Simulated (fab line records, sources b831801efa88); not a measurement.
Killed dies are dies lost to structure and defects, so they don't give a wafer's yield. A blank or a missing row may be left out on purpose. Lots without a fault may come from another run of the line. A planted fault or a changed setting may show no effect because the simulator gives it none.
One fault seen from 2 desks | flow gf180mcu | each desk has only its own numbers; what lay behind them comes last

THE METROLOGY DESK
What the gauges read, lot by lot, whatever tool the lot ran on: means of the sampled wafers that have a number. A lot is out of limits, marked OUT, if its mean lies more than 4 standard deviations from the usual mean; the brackets give that distance.
Columns: A = M1_OVL at GF_M1_OVL_MEAS_15, usual 1 nm; B = V1_OVL at GF_V1_OVL_MEAS_15, usual -2 nm
lot  | first seen here | A  | B
L916 | day 17 10:02    | 0  | -5
L917 | day 17 13:04    | 3  | -2
L918 | day 17 22:32    | 3  | -7
L920 | day 19 00:32    | 6  | -2
L921 | day 19 06:49    | 3  | 0
L922 | day 19 16:38    | -5 | -1
L923 | day 20 08:38    | 4  | -11
L924 | day 20 16:44    | -2 | -4
L926 | day 21 06:56    | 3  | -6
L927 | day 21 16:38    | 3  | -4
L928 | day 21 21:35    | -2 | -4
L938 | day 24 18:26    | -3 | 3
L939 | day 25 02:01    | -5 | -8
This desk's finding: nothing out of limits on any of the 13 lots.

THE TOOL OWNER'S DESK: cmp-01
The tool's own readings at GF_V1_CMP_04 (polishes SiO2): means of the sampled wafers that have a number, for each lot that ran on this tool. A lot is out of limits, marked OUT, if its mean lies more than 4 standard deviations from the usual mean; the brackets give that distance.
Columns: A = motor_current_A at GF_V1_CMP_04, usual 11.9 A; B = time_to_endpoint_s at GF_V1_CMP_04, usual 80 s
lot  | first seen here | A    | B
L920 | day 19 01:33    | 12.0 | 78
L923 | day 20 09:39    | 12.3 | 78
L924 | day 20 17:45    | 11.9 | 81
L926 | day 21 07:56    | 12.0 | 84
L927 | day 21 17:37    | 11.6 | 83
L938 | day 24 19:30    | 12.5 | 103 (+4.8) OUT
L939 | day 25 02:58    | 11.9 | 111 (+6.6) OUT
This desk's finding: out of limits on L938, L939; first on L938, day 24 19:30 (time_to_endpoint_s at GF_V1_CMP_04). In limits: L920, L923, L924, L926, L927.

PUT TOGETHER
The tool owner's desk could have raised an alarm at day 24 19:30, on L938, L939.
The metrology desk saw nothing out of limits.
The metrology desk has L938, L939 on record, within its limits.
Of the lots named, all ran GF_V1_CMP_04 on cmp-01.

WHAT THE SIMULATOR HAD PUT IN
Process parameter drift: cmp-01, from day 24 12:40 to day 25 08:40, at GF_V1_CMP_04. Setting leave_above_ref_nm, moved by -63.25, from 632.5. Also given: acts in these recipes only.
Lots struck among those shown: L938, L939.
Hours from the fault's start to each desk's first reading out of limits: the tool owner's desk, 7.
